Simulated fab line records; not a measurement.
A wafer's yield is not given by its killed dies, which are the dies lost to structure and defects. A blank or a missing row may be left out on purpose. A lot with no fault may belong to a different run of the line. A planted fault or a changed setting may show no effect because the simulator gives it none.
Chamber matching + flow gf180mcu + GF_PASSIVATION_CVD_00 on pecvd-02: 3 sister chambers
The step deposits SiO2 from TEOS, target thk 1000 nm, time 111.95 s. 3 wafers are shown with their chamber, then 11 later ones without.

## WAFERS PAIRED WITH THEIR CHAMBERS
| wafer  | chamber | heater_power_w (W) |
|--------|---------|--------------------|
| L084.4 | 1       | 635                |
| L084.6 | 0       | 566                |
| L087.1 | 2       | 785                |

## WAFERS MISSING THEIR CHAMBER
| wafer  | heater_power_w (W) |
|--------|--------------------|
| L087.4 | 832                |
| L087.5 | 562                |
| L089.2 | 559                |
| L089.4 | 456                |
| L089.5 | 676                |
| L090.2 | 586                |
| L090.3 | 528                |
| L090.4 | 631                |
| L091.3 | 528                |
| L091.4 | 691                |
| L091.5 | 555                |

## WHICH CHAMBER EACH WENT THROUGH
| wafer  | from the rows above          | in truth |
|--------|------------------------------|----------|
| L087.4 | 2                            | 2        |
| L087.5 | can't be placed: 0 or 1      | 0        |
| L089.2 | can't be placed: 0 or 1      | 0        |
| L089.4 | can't be placed: 0 or 1      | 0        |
| L089.5 | can't be placed: 1 or 2 or 0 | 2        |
| L090.2 | can't be placed: 0 or 1      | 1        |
| L090.3 | can't be placed: 0 or 1      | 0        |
| L090.4 | can't be placed: 1 or 0      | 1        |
| L091.3 | can't be placed: 0 or 1      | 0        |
| L091.4 | can't be placed: 1 or 2 or 0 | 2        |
| L091.5 | can't be placed: 0 or 1      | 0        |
Correct placement for 1 of the 11. These rows do not allow placing 10 (true chamber among the candidates in 10). Number placed wrongly: 0.
How it was worked out, from the rows above alone: a wafer's distance from a chamber is the root of the sum, over the readings, of the square of ((its reading less the chamber's mean) divided by the reading's scatter). The wafer belongs to the nearest chamber; if the next one is less than 2 further off, it can't be placed. A chamber's mean is the mean of its shown wafers. The scatter: with one shown wafer a chamber, the root of the mean of the squares of how far each hidden wafer lies from its nearest shown one.
